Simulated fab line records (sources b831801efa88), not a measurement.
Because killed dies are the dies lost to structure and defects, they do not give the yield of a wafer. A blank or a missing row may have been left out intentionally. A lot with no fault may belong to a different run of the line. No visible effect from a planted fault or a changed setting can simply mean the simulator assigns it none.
Chamber matching    flow gf180mcu    3 sister chambers for GF_V4_CVD_02 on pecvd-03
The step deposits SiO2 from TEOS, target thk 850 nm, time 94.851 s. 6 wafers are shown with their chamber, then 8 later ones without.

WAFERS PAIRED WITH THEIR CHAMBERS
wafer   chamber  heater_power_w (W)
L085.4  1        894
L085.6  2        555
L088.1  1        908
L088.4  0        831
L088.6  2        690
L091.1  0        750

WAFERS WITH NO CHAMBER GIVEN
wafer   heater_power_w (W)
L091.4  881
L091.6  793
L093.3  671
L093.4  877
L093.5  553
L096.2  823
L096.3  670
L096.5  524

EACH ONE'S CHAMBER
wafer   from the rows above      in truth
L091.4  can't be placed: 1 or 0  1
L091.6  can't be placed: 0 or 1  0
L093.3  can't be placed: 2 or 0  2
L093.4  can't be placed: 1 or 0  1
L093.5  2                        2
L096.2  can't be placed: 0 or 1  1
L096.3  can't be placed: 2 or 0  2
L096.5  2                        2
Placed correctly: 2 of 8. From these rows, 6 cannot be placed; in 6 the true chamber is one of the candidates. 0 placed wrongly.
How it was worked out, from the rows above alone: a wafer's distance from a chamber is the root of the sum, over the readings, of the square of ((its reading less the chamber's mean) divided by the reading's scatter). If the next closest chamber is less than 2 further off than the closest, the wafer can't be placed; otherwise it belongs to the closest. A chamber's mean is the mean of its shown wafers. The scatter is the square root of a quotient: the sum, over the shown wafers, of each reading's squared deviation from its chamber's mean, divided by wafers minus chambers.
